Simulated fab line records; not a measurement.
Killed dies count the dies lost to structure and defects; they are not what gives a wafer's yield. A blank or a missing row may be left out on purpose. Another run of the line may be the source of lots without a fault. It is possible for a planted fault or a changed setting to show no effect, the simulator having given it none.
What tool caused it? | flow gf180mcu | 12 lots, 36 wafers sampled, at 2 steps of a route of 602

WHAT THE GAUGES SHOWED, per wafer
GF_M5_OVL_MEAS_08.
lot  | measured     | on         | M5_OVL (nm)
L075 | day 26 13:59 | overlay-01 | 3 4 1
L077 | day 27 01:53 | overlay-01 | -4 1 -11
L079 | day 27 22:39 | overlay-01 | -5 0 -8
L081 | day 28 10:11 | overlay-02 | 7 7 4
L083 | day 29 03:44 | overlay-02 | -6 -6 -1
L085 | day 29 19:59 | overlay-02 | 7 2 7
L087 | day 30 09:37 | overlay-02 | -3 4 4
L089 | day 30 23:47 | overlay-02 | -13 -17 -15
L091 | day 31 08:08 | overlay-02 | 7 3 5
L093 | day 31 18:45 | overlay-01 | 1 4 6
L095 | day 32 06:08 | overlay-01 | 1 0 -9
L097 | day 32 17:49 | overlay-01 | -6 3 6

WHAT TOOL EACH LOT RAN ON (gives the tool, then ch and the chambers of the sampled wafers, and finally the start)
lot  | GF_MIM_SPUTTER_02
L075 | pvdSputter-02, day 24 18:28
L077 | pvdSputter-02, day 25 08:08
L079 | pvdSputter-02, day 26 05:46
L081 | pvdSputter-01, day 26 18:23
L083 | pvdSputter-03, day 27 12:55
L085 | pvdSputter-03, day 28 05:23
L087 | pvdSputter-03, day 28 19:07
L089 | pvdSputter-02, day 29 09:52
L091 | pvdSputter-02, day 29 18:54
L093 | pvdSputter-02, day 30 06:56
L095 | pvdSputter-02, day 30 19:25
L097 | pvdSputter-03, day 31 07:11
- GF_MIM_SPUTTER_02: material AlCu, target thk 450 nm, time 23.9 s.

THE ANSWER, worked out from the rows above alone
Rule: the usual values come from the lots themselves. Put in order of their means at a reading, lots are off if they are a third of the lots or fewer, leave a main group of 4 or more, and stand apart from it by a gap of 3 or more times the standard deviation of the main group's means; of several such gaps the widest counts. A main group is skipped when, at the precision printed for the reading in the tables above, its means are all equal. Also off: a lot with no number at a reading for which 4 or more lots have one. All remaining lots with rows at the step are treated as sound.
Across all readings shown, no lot is off: no conclusion can be drawn from this.

WHAT HAD BEEN PUT IN BY THE SIMULATOR
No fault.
